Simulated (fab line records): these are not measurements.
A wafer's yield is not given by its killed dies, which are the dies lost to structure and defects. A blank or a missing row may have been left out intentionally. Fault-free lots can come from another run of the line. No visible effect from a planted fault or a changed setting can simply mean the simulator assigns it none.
fab line records | flow sky130
record lots=12 | wafers=36 | last-day=50
route steps=708 shown FIELD_ISO@15 NWELL@68 VT_ADJUST_HVTR@137
lots untouched by any fault: they come from a run of this same line in which no faults occurred
start-h: hours from the record's opening day to when the first of the lot's shown wafers began | wait-h: time in hours since the lot's previous step | " the same as in the row above | L1.1+2: a row that stands for several wafers | - value missing, or start not given | * or withheld: withheld | < > ~ a bound
route shown NAME@n: NAME is a module with steps in the file, n the number in the route of the first one | usual: mean/standard deviation taken from wafers without a fault | same: alike in all rows | chamber/n: place in a boat | sites: per-site readings | _std_site: standard deviation of those values | _edge_site: mean of outer sites minus mean of inner sites | radius-mm: for every site, how far away it sits from the centre of the wafer | mask NAME#n: copy n | behind: the tool/chamber that last shaped the wafer | hold: cause of the lot's hold/its duration in hours/its outcome | device: the transistor (n, p or np) that didn't switch | end of line: the tests these same wafers got at the end of their route | step lacking rows: just its recipe | killed: count of dies lost to structure and defects at first sort (not the wafer's yield) | map: shows each die of a wafer: x if killed, . if not, _ if none is there
set.NAME: the setting as run; set.NAME@STEP: as run at that earlier step | model.NAME: the simulator's own value behind a step, which no gauge read
one table for each step of the route and one row for each wafer, over a sample of lots
services: a tool's chamber out of use, with start hour (start-h, from the record's first day; less than 0 if before it), hours out, and reason
## steps
# step SKY_FIELD_ISO_ETCH_14
# recipe chemistry=N2/H2 | target=BARC | ion-energy-ev=200 | source-w=500 | bias-w=100 | pressure-mtorr=30 | n2-flow-sccm=100 | h2-flow-sccm=200 | stop-on=SiO2 | time-s=45.9 | target-depth-a=600
# usual chamber-pressure-mTorr=30.001/0.026 | drypump-motor-current-A=5.7/0.49 | h2-flow-sccm=199.9/0.65 | oes-product-au=0.856/0.0046 | throttle-valve-pct=13.225/0.0092
lot.wafer | tool        | chamber | start-h | wait-h | chamber-pressure-mTorr | drypump-motor-current-A | h2-flow-sccm | oes-product-au | rf-hours-counter-h | throttle-valve-pct
L222.1    | rie-diel-04 | 3       | 38.51   | 0.1    | 30.051                 | 5.8                     | 200.7        | 0.858          | 119                | 13.212
L222.2    | "           | 1       | "       | "      | 29.983                 | 4.7                     | 201.4        | 0.860          | 164                | 13.227
L222.3    | "           | 2       | "       | "      | 29.993                 | 6.2                     | 198.7        | 0.857          | 38                 | 13.234
L223.1    | rie-diel-02 | 3       | 44.92   | 0.1    | 30.024                 | 5.6                     | 199.1        | 0.854          | 4                  | 13.229
L223.2    | "           | 1       | "       | "      | 30.005                 | 5.5                     | 200.1        | 0.858          | 169                | 13.227
L223.4    | "           | 0       | "       | "      | 30.005                 | 5.5                     | 199.2        | 0.850          | 5                  | 13.220
L224.1    | rie-diel-04 | 1       | 52.07   | 0.1    | 30.014                 | 4.7                     | 200.2        | 0.855          | 164                | 13.211
L224.4    | "           | 2       | "       | "      | 29.975                 | 6.2                     | 200.2        | 0.862          | -                  | 13.220
L224.6    | "           | 1       | "       | "      | 30.032                 | 4.7                     | 200.3        | 0.851          | -                  | 13.232
L225.1    | rie-diel-02 | 1       | 56.64   | 0.1    | 29.971                 | 5.6                     | 199.4        | 0.848          | 170                | 13.225
L225.2    | "           | 3       | "       | "      | 29.989                 | 5.6                     | 199.9        | 0.857          | 4                  | 13.220
L225.6    | "           | 2       | "       | "      | 29.966                 | 6.6                     | 198.6        | 0.855          | -                  | 13.224
L227.2    | rie-diel-02 | 0       | 64.84   | 0.1    | 30.001                 | 5.5                     | 200.0        | 0.853          | 6                  | 13.226
L227.5    | "           | 2       | "       | "      | 29.992                 | 6.5                     | 198.6        | 0.862          | -                  | 13.238
L227.6    | "           | 3       | "       | "      | 30.050                 | 5.6                     | 200.5        | 0.859          | -                  | 13.214
L230.2    | rie-diel-04 | 1       | 81.91   | 0.1    | 29.988                 | 4.7                     | 199.6        | 0.850          | 165                | 13.236
L230.4    | "           | 2       | "       | "      | 29.955                 | 6.2                     | 199.7        | 0.851          | -                  | 13.224
L230.6    | "           | 3       | "       | "      | 30.012                 | 5.8                     | 201.1        | 0.853          | -                  | 13.215
L232.1    | rie-diel-03 | 2       | 92.62   | 0.1    | 30.036                 | 5.7                     | 199.7        | 0.858          | 67                 | 13.222
L232.2    | "           | 1       | "       | "      | 30.039                 | 5.5                     | 200.2        | 0.848          | 101                | 13.220
L232.4    | "           | 2       | "       | "      | 29.963                 | 5.7                     | 198.3        | 0.856          | -                  | 13.216
L233.1    | rie-diel-03 | 1       | 95.56   | 0.1    | 30.031                 | 5.5                     | 200.3        | 0.853          | 101                | 13.232
L233.4    | "           | 3       | "       | "      | 29.996                 | 5.8                     | 200.2        | 0.865          | -                  | 13.210
L233.5    | "           | 1       | "       | "      | 30.024                 | 5.5                     | 200.0        | 0.859          | -                  | 13.228
L235.2    | rie-diel-02 | 2       | 107.49  | 0.1    | 30.014                 | 6.6                     | 199.6        | 0.850          | 150                | 13.228
L235.3    | "           | 3       | "       | "      | 30.021                 | 5.5                     | 199.3        | 0.860          | 5                  | 13.221
L235.6    | "           | 3       | "       | "      | 29.952                 | 5.5                     | 199.7        | 0.853          | -                  | 13.227
L241.1    | rie-diel-03 | 2       | 138.39  | 0.1    | 30.005                 | 5.7                     | 199.4        | 0.870          | 68                 | 13.232
L241.4    | "           | 0       | "       | "      | 30.010                 | 6.0                     | 199.9        | 0.856          | 48                 | 13.221
L241.5    | "           | 2       | "       | "      | 29.981                 | 5.7                     | 199.0        | 0.862          | -                  | 13.218
L242.2    | rie-diel-04 | 2       | 144.99  | 0.1    | 29.958                 | 6.2                     | 199.3        | 0.864          | 40                 | 13.236
L242.5    | "           | 3       | "       | "      | 30.022                 | 5.8                     | 200.2        | 0.855          | -                  | 13.217
L242.6    | "           | 0       | "       | "      | 29.976                 | 6.3                     | 199.4        | 0.860          | -                  | 13.219
L243.1    | rie-diel-04 | 0       | 148.86  | 0.1    | 29.993                 | 6.3                     | 199.2        | 0.860          | 8                  | 13.230
L243.4    | "           | 2       | "       | "      | 30.028                 | 6.2                     | 200.3        | 0.860          | 41                 | 13.232
L243.5    | "           | 0       | "       | "      | 29.994                 | 6.4                     | 199.1        | 0.854          | -                  | 13.240
# step SKY_FIELD_ISO_ETCH_17
# recipe target-depth-a=3420 | mask-material=Si3N4 | chemistry=HBr/Cl2/O2 | target=Si | taper-deg=5 | icp-w=600 | bias-w=150 | pressure-mtorr=15 | HBr_flow_sccm=150 | Cl2_flow_sccm=40 | O2_flow_sccm=6 | time-s=97.7
# usual chamber-pressure-mTorr=14.999/0.014 | drypump-motor-current-A=5.6/0.54 | oes-product-au=1.001/0.0081 | throttle-valve-pct=25.657/0.011
lot.wafer | tool      | chamber | start-h | wait-h | chamber-pressure-mTorr | drypump-motor-current-A | oes-product-au | rf-hours-counter-h | throttle-valve-pct
L222.1    | rie-si-02 | 0       | 38.71   | 0.1    | 15.011                 | 6.4                     | 0.991          | 66                 | 25.666
L222.2    | "         | 1       | "       | "      | 14.998                 | 6.3                     | 1.014          | 110                | 25.647
L222.3    | "         | 3       | "       | "      | 15.015                 | 5.8                     | 0.997          | 85                 | 25.669
L223.1    | rie-si-01 | 3       | 45.12   | 0.1    | 14.982                 | 4.9                     | 0.991          | 32                 | 25.675
L223.2    | "         | 0       | "       | "      | 15.003                 | 5.6                     | 1.000          | 125                | 25.640
L223.4    | "         | 2       | "       | "      | 14.984                 | 6.0                     | 1.007          | 104                | 25.647
L224.1    | rie-si-01 | 2       | 52.27   | 0.1    | 15.000                 | 6.0                     | 0.998          | 104                | 25.666
L224.4    | "         | 3       | "       | "      | 15.024                 | 4.9                     | 0.982          | 32                 | 25.656
L224.6    | "         | 3       | "       | "      | 15.014                 | 4.9                     | 0.986          | -                  | 25.669
L225.1    | rie-si-01 | 0       | 56.84   | 0.1    | 15.010                 | 5.5                     | 1.003          | 126                | 25.656
L225.2    | "         | 3       | "       | "      | 15.005                 | 4.8                     | 0.990          | 32                 | 25.666
L225.6    | "         | 3       | "       | "      | 15.007                 | 4.9                     | 0.997          | -                  | 25.668
L227.2    | rie-si-02 | 3       | 65.04   | 0.1    | 15.008                 | 5.7                     | 0.998          | 85                 | 25.670
L227.5    | "         | 0       | "       | "      | 15.004                 | 6.5                     | 0.990          | -                  | 25.667
L227.6    | "         | 1       | "       | "      | 15.022                 | 6.3                     | 1.001          | -                  | 25.655
L230.2    | rie-si-01 | 0       | 82.11   | 0.1    | 15.006                 | 5.6                     | 1.008          | 126                | 25.653
L230.4    | "         | 2       | "       | "      | 15.014                 | 6.0                     | 1.004          | 105                | 25.666
L230.6    | "         | 2       | "       | "      | 15.002                 | 6.0                     | 1.008          | -                  | 25.663
L232.1    | rie-si-01 | 0       | 92.87   | 0.1    | 14.998                 | 5.6                     | 1.002          | 126                | 25.652
L232.2    | "         | 2       | "       | "      | 14.998                 | 6.0                     | 0.996          | 105                | 25.658
L232.4    | "         | 3       | "       | "      | 14.974                 | 4.9                     | 0.987          | 32                 | 25.667
L233.1    | rie-si-02 | 1       | 95.76   | 0.1    | 14.998                 | 6.3                     | 1.012          | 111                | 25.661
L233.4    | "         | 0       | "       | "      | 14.996                 | 6.5                     | 0.996          | 66                 | 25.673
L233.5    | "         | 2       | "       | "      | 14.975                 | 4.9                     | 1.008          | -                  | 25.660
L235.2    | rie-si-01 | 0       | 107.69  | 0.1    | 15.013                 | 5.6                     | 1.002          | 126                | 25.651
L235.3    | "         | 3       | "       | "      | 15.009                 | 4.9                     | 0.992          | 32                 | 25.665
L235.6    | "         | 1       | "       | "      | 14.989                 | 5.4                     | 1.003          | -                  | 25.653
L241.1    | rie-si-01 | 1       | 138.59  | 0.1    | 14.981                 | 5.4                     | 1.007          | 3                  | 25.653
L241.4    | "         | 3       | "       | "      | 14.995                 | 4.9                     | 0.990          | 33                 | 25.676
L241.5    | "         | 0       | "       | "      | 15.004                 | 5.6                     | 1.010          | -                  | 25.663
L242.2    | rie-si-01 | 2       | 145.19  | 0.1    | 15.015                 | 6.0                     | 1.004          | 105                | 25.666
L242.5    | "         | 3       | "       | "      | 14.997                 | 4.8                     | 0.992          | -                  | 25.659
L242.6    | "         | 2       | "       | "      | 15.012                 | 6.0                     | 0.993          | -                  | 25.641
L243.1    | rie-si-02 | 2       | 149.06  | 0.1    | 15.015                 | 4.9                     | 1.004          | 77                 | 25.649
L243.4    | "         | 3       | "       | "      | 15.003                 | 5.7                     | 1.010          | 86                 | 25.660
L243.5    | "         | 1       | "       | "      | 15.014                 | 6.3                     | 1.002          | -                  | 25.656
# step SKY_NWELL_TW_MEAS_15
# usual NWELL_TW=1827/20
lot.wafer | tool          | chamber | start-h | wait-h | NWELL_TW
L222.1    | film-metro-03 | -       | 94.30   | 0.1    | 1829
L222.2    | "             | -       | "       | "      | 1843
L222.3    | "             | -       | "       | "      | 1832
L223.1    | film-metro-03 | -       | 102.01  | 0.1    | 1832
L223.2    | "             | -       | "       | "      | 1840
L223.4    | "             | -       | "       | "      | 1829
L224.1    | film-metro-02 | -       | 119.71  | 0.1    | 1821
L224.4    | "             | -       | "       | "      | 1803
L224.6    | "             | -       | "       | "      | 1812
L225.1    | film-metro-02 | -       | 121.70  | 0.1    | 1795
L225.2    | "             | -       | "       | "      | 1801
L225.6    | "             | -       | "       | "      | 1795
L227.2    | film-metro-03 | -       | 129.31  | 0.1    | 1819
L227.5    | "             | -       | "       | "      | 1831
L227.6    | "             | -       | "       | "      | 1822
L230.2    | film-metro-01 | -       | 143.42  | 0.1    | 1850
L230.4    | "             | -       | "       | "      | 1854
L230.6    | "             | -       | "       | "      | 1855
L232.1    | film-metro-03 | -       | 157.35  | 0.1    | 1823
L232.2    | "             | -       | "       | "      | 1822
L232.4    | "             | -       | "       | "      | 1832
L233.1    | film-metro-02 | -       | 160.81  | 0.1    | 1812
L233.4    | "             | -       | "       | "      | 1810
L233.5    | "             | -       | "       | "      | 1801
L235.2    | film-metro-02 | -       | 172.86  | 0.1    | 1824
L235.3    | "             | -       | "       | "      | 1818
L235.6    | "             | -       | "       | "      | 1811
L241.1    | film-metro-03 | -       | 216.96  | 0.1    | 1820
L241.4    | "             | -       | "       | "      | 1821
L241.5    | "             | -       | "       | "      | 1811
L242.2    | film-metro-03 | -       | 220.72  | 0.1    | 1817
L242.5    | "             | -       | "       | "      | 1816
L242.6    | "             | -       | "       | "      | 1819
L243.1    | film-metro-02 | -       | 220.85  | 0.1    | 1801
L243.4    | "             | -       | "       | "      | 1810
L243.5    | "             | -       | "       | "      | 1808
# step SKY_VT_ADJUST_HVTR_DEVELOP_06
# recipe develop-time-s=60 | dev-temp-c=23
lot.wafer  | tool           | chamber | start-h | wait-h
L222.1+2+3 | litho-track-02 | 0       | 213.32  | 0.1
L223.1+2+4 | litho-track-01 | 0       | 222.20  | 0.1
L224.1+4+6 | litho-track-03 | 0       | 243.66  | 0.1
L225.1+2+6 | litho-track-03 | 0       | 245.71  | 0.1
L227.2+5+6 | litho-track-01 | 0       | 253.77  | 0.1
L230.2+4+6 | litho-track-01 | 0       | 273.42  | 0.1
L232.1+2+4 | litho-track-01 | 0       | 288.55  | 0.1
L233.1+4+5 | litho-track-03 | 0       | 296.06  | 0.1
L235.2+3+6 | litho-track-02 | 0       | 310.60  | 0.1
L241.1+4+5 | litho-track-03 | 0       | 367.56  | 0.1
L242.2+5+6 | litho-track-03 | 0       | 369.69  | 0.1
L243.1+4+5 | litho-track-03 | 0       | 370.26  | 0.1
# step SKY_VT_ADJUST_HVTR_CD_MEAS_07
# recipe target-cd-nm=380
# usual cd-nm=379.2/2.8
lot.wafer | tool      | chamber | start-h | wait-h | cd-nm
L222.1    | cd-sem-02 | -       | 213.47  | 0.1    | 381.1
L222.2    | "         | -       | "       | "      | 382.5
L222.3    | "         | -       | "       | "      | 382.5
L223.1    | cd-sem-01 | -       | 222.35  | 0.1    | 380.9
L223.2    | "         | -       | "       | "      | 380.9
L223.4    | "         | -       | "       | "      | 382.1
L224.1    | cd-sem-02 | -       | 243.81  | 0.1    | 379.4
L224.4    | "         | -       | "       | "      | 378.8
L224.6    | "         | -       | "       | "      | 378.9
L225.1    | cd-sem-02 | -       | 245.86  | 0.1    | 377.9
L225.2    | "         | -       | "       | "      | 377.5
L225.6    | "         | -       | "       | "      | 377.8
L227.2    | cd-sem-01 | -       | 253.92  | 0.1    | 374.0
L227.5    | "         | -       | "       | "      | 375.9
L227.6    | "         | -       | "       | "      | 374.4
L230.2    | cd-sem-02 | -       | 273.57  | 0.1    | 379.5
L230.4    | "         | -       | "       | "      | 376.2
L230.6    | "         | -       | "       | "      | 376.9
L232.1    | cd-sem-01 | -       | 288.70  | 0.1    | 387.2
L232.2    | "         | -       | "       | "      | 387.2
L232.4    | "         | -       | "       | "      | 386.8
L233.1    | cd-sem-02 | -       | 296.21  | 0.1    | 378.1
L233.4    | "         | -       | "       | "      | 381.6
L233.5    | "         | -       | "       | "      | 378.8
L235.2    | cd-sem-01 | -       | 310.74  | 0.1    | 382.7
L235.3    | "         | -       | "       | "      | 384.4
L235.6    | "         | -       | "       | "      | 384.0
L241.1    | cd-sem-01 | -       | 367.71  | 0.1    | 380.2
L241.4    | "         | -       | "       | "      | 376.9
L241.5    | "         | -       | "       | "      | 379.6
L242.2    | cd-sem-02 | -       | 369.83  | 0.1    | 383.6
L242.5    | "         | -       | "       | "      | 384.4
L242.6    | "         | -       | "       | "      | 384.0
L243.1    | cd-sem-01 | -       | 370.41  | 0.1    | 378.0
L243.4    | "         | -       | "       | "      | 375.1
L243.5    | "         | -       | "       | "      | 378.4
## services
tool        | chamber | start-h | hours | kind
rie-si-02   | -       | 29.33   | 0.3   | repair
rie-si-01   | 2       | 29.74   | 6.8   | repair
rie-diel-04 | 0       | 35.93   | 63.6  | repair
rie-diel-02 | 2       | 70.23   | 3.3   | repair
rie-si-02   | -       | 120.31  | 14.6  | pm
rie-diel-02 | 0       | 122.34  | 4.5   | repair
rie-diel-04 | 1       | 122.57  | 16.3  | repair
rie-diel-04 | -       | 150.24  | 2.6   | repair
rie-diel-02 | 1       | 161.85  | 28.9  | repair
rie-si-01   | 3       | 179.17  | 12.4  | repair
rie-diel-02 | 1       | 207.13  | 1.7   | repair
rie-si-02   | -       | 219.42  | 0.3   | repair
rie-si-02   | -       | 246.96  | 0.2   | repair
rie-si-02   | 0       | 263.96  | 1.8   | repair
rie-si-01   | 2       | 265.56  | 3.1   | repair
rie-si-01   | 3       | 267.55  | 8.2   | repair
rie-si-02   | -       | 277.14  | 0.2   | repair
rie-si-02   | 3       | 283.06  | 4.9   | repair
rie-si-01   | -       | 286.18  | 31.4  | repair
rie-diel-02 | -       | 298.90  | 0.4   | repair
rie-diel-02 | 3       | 329.71  | 4.0   | repair
rie-si-02   | -       | 330.16  | 0.2   | repair
rie-si-01   | -       | 337.14  | 2.8   | pm
rie-diel-04 | 2       | 365.67  | 6.1   | repair
## key
first-sign step=SKY_VT_ADJUST_HVTR_CD_MEAS_07 | reading=cd-nm | direction=up | sigmas=2.8 | usual=379.2 | struck=387.1
effect none on later readings
met-at SKY_VT_ADJUST_HVTR_DEVELOP_06
struck-lots L232
tester-left-out L232
not-acting-at SKY_FIELD_ISO_ETCH_14,SKY_FIELD_ISO_ETCH_17,SKY_NWELL_TW_MEAS_15
onset-between 273.42 288.55
fault kind=process-parameter-drift | tool=litho-track-01 | chamber=- | onset-h=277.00 | steps=SKY_VT_ADJUST_HVTR_DEVELOP_06 | channel=develop-time-s | offset=* | shape=step | end-h=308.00 | acts-in=* | stated=*
# tester-left-out: of these lots the tester's yield and bins aren't shown, on N5 and GAA mostly nor the transistor test; their killed dies are dies lost to structure and defects alone, not to doping, threshold or leakage, so they don't give the yield
